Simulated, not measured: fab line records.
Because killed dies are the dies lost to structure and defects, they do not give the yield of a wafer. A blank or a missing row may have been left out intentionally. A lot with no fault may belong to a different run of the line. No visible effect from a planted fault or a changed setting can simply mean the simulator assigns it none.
8D (eight disciplines) problem report, filled in by code -- flow sfq-line -- the parts of the form that need people (team, actions taken, sign-off) are left out

== 1. WHAT WENT WRONG ==
Wafers without a fault read 0.843 a.u., standard deviation 0.0079; oes-product-au at SFQ_TRILAYER_L0_VIA_ETCH_VIA_ETCH_016 reads a mean of 0.909 a.u. on 2 wafers belonging to 2 lots. That is +8.4 standard deviations from the usual mean.
The step: etches SiO2 in CHF3, stops on MoNx KI, target depth 80 nm.
The first sign was on wafer L676.1 at day 9 13:41, on rie-diel-02. The record has a number at this step for 41 wafers belonging to 14 lots. Rule for "out", or "out of limits": more than 4 standard deviations from the usual mean. Any other wafer with a number is counted as sound.

== 2. WHAT IT IS, AND WHAT IT ISN'T ==
question,is,is not
which readings at this step,oes-product-au,drypump-motor-current-A
which lots,"L676, L684","L664, L665, L666, L667, L668, L670, L671, L674, L675, L678, L679, L686"
which wafers of those lots,"L676.1, L684.1","L676.3, L676.4, L684.5"
read on which tools,"rie-diel-02, rie-diel-04",rie-diel-03
when,from day 9 13:41,"up to then (29 sound wafers); but 10 sound wafers of L678, L679, L684, L686 came after"

== 3. SUSPECTS, AND WHAT RULES EACH OUT ==
Counting: any tool at a process step up to the reading remains a suspect provided it ran every lot that is out. Sound lots after the first of them don't rule it out here, since some wafers of a struck lot are sound.
- pecvd-02 at SFQ_TRILAYER_L0_CAP_PECVD_011 (deposits SiO2 from SiH4/N2O, time 13.333 s, target thk 60 nm): kept. It processed each lot that is out (first: L676, day 4 18:07); up to then, its last sound lot is L675 (day 4 12:07).
- In pecvd-02 at SFQ_TRILAYER_L0_CAP_PECVD_011, the wafers that are out were processed in chamber 2 and their sound lot-mates in chambers 0, 1.
The count leaves pecvd-02 at SFQ_TRILAYER_L0_CAP_PECVD_011.

== 4. THE CAUSE (what the simulator had put in) ==
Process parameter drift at SFQ_TRILAYER_L0_CAP_PECVD_011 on pecvd-02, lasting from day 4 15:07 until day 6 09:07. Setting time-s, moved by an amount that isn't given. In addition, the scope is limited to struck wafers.
Counting left only this tool.

== 5. THE CHAIN OF EFFECTS, in route order ==
Each row: a reading where the mean over the struck wafers with a number is more than 3 standard deviations away from the usual. Readings are gone through only where the record gives a usual standard deviation; hours: the median, over the lots, of the time from a lot's start at the first step in this table giving one to that lot's start at this step; sigmas: the change measured in usual standard deviations.
hours,step,reading,usual,on struck wafers,change,sigmas
0,SFQ_TRILAYER_L0_VIA_ETCH_VIA_ETCH_016,oes-product-au,0.843 a.u.,0.909,+0.067,+8.4
Its process steps:
- SFQ_TRILAYER_L0_VIA_ETCH_VIA_ETCH_016: etches SiO2 in CHF3, stops on MoNx KI, target depth 80 nm.

== 6. HOW IT WOULD HAVE BEEN CAUGHT EARLIER ==
The fault began at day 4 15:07; the first out-of-limits reading in this record came at day 9 13:41, 119 hours later.
Tool readings at SFQ_TRILAYER_L0_CAP_PECVD_011 with a usual standard deviation given in the record: none out on any struck wafer, hence no alarm at a limit of 4 standard deviations on them.
Lots out: 2; all had begun SFQ_TRILAYER_L0_CAP_PECVD_011 on pecvd-02 by day 9 13:41. Tool hold at that time: it would have spared none of them.
